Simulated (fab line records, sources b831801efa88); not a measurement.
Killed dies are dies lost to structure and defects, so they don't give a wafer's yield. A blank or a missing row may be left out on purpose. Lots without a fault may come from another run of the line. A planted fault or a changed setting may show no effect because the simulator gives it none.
One fault seen from 2 desks | flow sky130 | each desk has only its own numbers; what lay behind them comes last

THE METROLOGY DESK
What the gauges read, lot by lot, whatever tool the lot ran on: means of the sampled wafers that have a number. A lot is out of limits, marked OUT, if its mean lies more than 4 standard deviations from the usual mean; the brackets give that distance.
Columns: A = cd_nm at SKY_VT_ADJUST_HVTP_CD_MEAS_07, usual 380.5 nm; B = LDD_LDN_TW at SKY_LDD_LDN_TW_MEAS_13, usual 1487; C = VIA3_HDPCVD_THK at SKY_VIA3_THK_MEAS_01, usual 1629 nm
lot  | first seen here | A     | B    | C
L791 | day 6 02:53     | 381.1 | 1502 | 1642
L793 | day 6 16:25     | 384.7 | 1477 | 1630
L795 | day 7 04:04     | 381.0 | 1500 | 1623
L796 | day 7 12:40     | 378.1 | 1488 | 1629
L797 | day 7 12:47     | 379.1 | 1476 | 1640
L799 | day 8 05:26     | 382.0 | 1471 | 1627
L800 | day 8 10:25     | 385.5 | 1476 | 1629
L802 | day 8 21:17     | 376.8 | 1492 | 1636
L804 | day 9 09:10     | 382.4 | 1493 | 1616
L808 | day 10 18:31    | 378.1 | 1482 | 1615
L812 | day 11 15:41    | 380.7 | 1496 | 1561 (-4.6) OUT
This desk's finding: out of limits on L812; first on L812, day 44 15:25 (VIA3_HDPCVD_THK at SKY_VIA3_THK_MEAS_01). In limits: L791, L793, L795, L796, L797, L799, L800, L802, L804, L808.

THE TOOL OWNER'S DESK: hdpcvd-01
The tool's own readings at SKY_VIA3_HDPCVD_00 (deposits SiO2, target thk 1635 nm, time 272.5 s): means of the sampled wafers that have a number, for each lot that ran on this tool. A lot is out of limits, marked OUT, if its mean lies more than 4 standard deviations from the usual mean; the brackets give that distance.
Columns: A = run_length_s at SKY_VIA3_HDPCVD_00, usual 300.2 s
lot  | first seen here | A
L793 | day 39 09:11    | 299.8
L799 | day 41 05:04    | 299.8
L800 | day 41 10:52    | 300.5
L812 | day 44 15:14    | 287.4 (-17) OUT
This desk's finding: out of limits on L812; first on L812, day 44 15:14 (run_length_s at SKY_VIA3_HDPCVD_00). In limits: L793, L799, L800.

PUT TOGETHER
The tool owner's desk could have raised an alarm at day 44 15:14, on L812.
The metrology desk could have raised an alarm at day 44 15:25, on L812.
Of the lots named, all ran SKY_VIA3_HDPCVD_00 on hdpcvd-01.

WHAT THE SIMULATOR HAD PUT IN
Process parameter drift: hdpcvd-01, from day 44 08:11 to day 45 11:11, at SKY_VIA3_HDPCVD_00. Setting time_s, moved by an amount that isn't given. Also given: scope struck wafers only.
Lots struck among those shown: L812.
Hours from the fault's start to each desk's first reading out of limits: the tool owner's desk, 7; the metrology desk, 7.
